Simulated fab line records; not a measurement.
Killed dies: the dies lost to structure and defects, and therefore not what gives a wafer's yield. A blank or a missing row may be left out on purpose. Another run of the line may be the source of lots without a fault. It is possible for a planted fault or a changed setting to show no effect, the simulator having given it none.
Split-lot trial -- flow sky130 -- route with 708 steps; 5 lots, 23 wafers read

THE SPLIT ITSELF
At SKY_NWELL_OXIDATION_01 (stabilise 600 s, purge 300 s, target thk 10 nm), the setting temp_c was moved away from the recipe's 900 C on 20 of the 23 wafers read, by -2.4% to +2.7%. This setting was run at the recipe's value on the other wafers.

Between the split and the reading, the file records no step.

THE READING
NWELL_OXIDATION_THK in nanometres, read at SKY_NWELL_THK_MEAS_02. Typical for fault-free wafers on this fab line: 9.99 nm, with standard deviation 0.2 nm.

wafer,"tool, chamber at the split","temp_c as run, C",against the recipe,"NWELL_OXIDATION_THK, nm",against lot-mates on the recipe
L077.1,"-, -",878.4,-2.4%,7.57,no lot-mate on the recipe
L077.2,"-, -",878.4,-2.4%,7.66,no lot-mate on the recipe
L077.3,"-, -",878.4,-2.4%,7.60,no lot-mate on the recipe
L077.4,"-, -",878.4,-2.4%,7.66,no lot-mate on the recipe
L077.5,"-, -",878.4,-2.4%,7.60,no lot-mate on the recipe
L079.1,"-, -",924.5,+2.7%,13.00,no lot-mate on the recipe
L079.2,"-, -",924.5,+2.7%,12.94,no lot-mate on the recipe
L079.3,"-, -",924.5,+2.7%,12.84,no lot-mate on the recipe
L079.4,"-, -",924.5,+2.7%,12.86,no lot-mate on the recipe
L079.5,"-, -",924.5,+2.7%,12.83,no lot-mate on the recipe
L080.2,"-, -",880.3,-2.2%,7.80,no lot-mate on the recipe
L080.3,"-, -",880.3,-2.2%,7.83,no lot-mate on the recipe
L080.4,"-, -",880.3,-2.2%,8.08,no lot-mate on the recipe
L080.5,"-, -",880.3,-2.2%,7.96,no lot-mate on the recipe
L080.6,"-, -",880.3,-2.2%,7.88,no lot-mate on the recipe
L083.1,"-, -",879.4,-2.3%,8.26,no lot-mate on the recipe
L083.3,"-, -",879.4,-2.3%,8.29,no lot-mate on the recipe
L083.4,"-, -",879.4,-2.3%,8.27,no lot-mate on the recipe
L083.5,"-, -",879.4,-2.3%,8.12,no lot-mate on the recipe
L083.6,"-, -",879.4,-2.3%,8.32,no lot-mate on the recipe
L085.1,"furnace-01, 0",900,recipe,10.16,-
L085.2,"furnace-01, 0",900,recipe,10.31,-
L085.4,"furnace-01, 0",900,recipe,10.03,-

FIT RESULTS
A straight line over all 23 wafers: NWELL_OXIDATION_THK changes by +0.99 nm for each +1% of temp_c; r = +1.00; the points scatter about the line by 0.21 nm.
Too few moved wafers have a lot-mate on the recipe to fit a line with each lot's own level taken away.

THE WHOLE CHAIN: every reading that the file lists as answering this split, in the file's order
step,what it does,reading,change (the file's fit),r (the file's)
SKY_NWELL_OXIDATION_01,"stabilise 600 s, purge 300 s, target thk 10 nm","SiO2_of_NWELL_OXIDATION_01.thk_nm (the simulator's own value, which no gauge read)",+0.989 nm for each +1% of the setting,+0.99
SKY_NWELL_THK_MEAS_02,,NWELL_OXIDATION_THK,+0.99 for each +1% of the setting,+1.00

FILE'S OWN FIT
NWELL_OXIDATION_THK changes by +0.99 nm for each +1% of temp_c, r = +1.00.
